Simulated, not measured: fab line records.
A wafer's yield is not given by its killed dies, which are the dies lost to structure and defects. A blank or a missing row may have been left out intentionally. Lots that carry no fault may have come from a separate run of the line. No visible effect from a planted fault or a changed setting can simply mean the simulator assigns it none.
Matching of chambers | flow sky130 | SKY_VIA4_CMP_21 on cmp-01 has 4 sister chambers
The step polishes, stops on SiO2, t overpolish 25 s, target thk 0 nm. 8 wafers are shown with their chamber, then 8 later ones without.

EACH WAFER AND ITS CHAMBER
wafer  | chamber | overpolish run s (s) | time to endpoint s (s)
L169.5 | 1       | 25.002               | 124
L168.5 | 1       | 24.992               | 127
L175.1 | 2       | 25.002               | 126
L175.4 | 0       | 25.000               | 123
L176.2 | 2       | 24.996               | 129
L176.4 | 0       | 25.008               | 127
L176.5 | 3       | 25.018               | 126
L182.1 | 3       | 24.994               | 118

WAFERS MISSING THEIR CHAMBER
wafer  | overpolish run s (s) | time to endpoint s (s)
L182.4 | 24.997               | 128
L182.6 | 25.004               | 126
L184.1 | 24.994               | 133
L184.2 | 24.992               | 122
L184.3 | 24.990               | 130
L185.4 | 25.010               | 119
L185.5 | 25.012               | 126
L185.6 | 24.996               | 128

EACH ONE'S CHAMBER
wafer  | from the rows above               | in truth
L182.4 | can't be placed: 2 or 1 or 0 or 3 | 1
L182.6 | can't be placed: 0 or 2 or 1 or 3 | 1
L184.1 | can't be placed: 2 or 1 or 0 or 3 | 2
L184.2 | can't be placed: 1 or 3 or 0 or 2 | 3
L184.3 | can't be placed: 2 or 1 or 0 or 3 | 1
L185.4 | can't be placed: 3 or 0 or 1 or 2 | 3
L185.5 | can't be placed: 0 or 3 or 2 or 1 | 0
L185.6 | can't be placed: 2 or 1 or 0 or 3 | 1
Correctly placed: 0 of 8. From these rows, 8 cannot be placed; in 8 the true chamber is one of the candidates. Number placed wrongly: 0.
How it was worked out, from the rows above alone: a wafer's distance from a chamber is the root of the sum, over the readings, of the square of ((its reading less the chamber's mean) divided by the reading's scatter). If the next closest chamber is less than 2 further off than the closest, the wafer can't be placed; otherwise it belongs to the closest. For every chamber, the mean is computed from those of its wafers that are shown. The scatter is the square root of a quotient: the sum, over the shown wafers, of each reading's squared deviation from its chamber's mean, divided by wafers minus chambers.
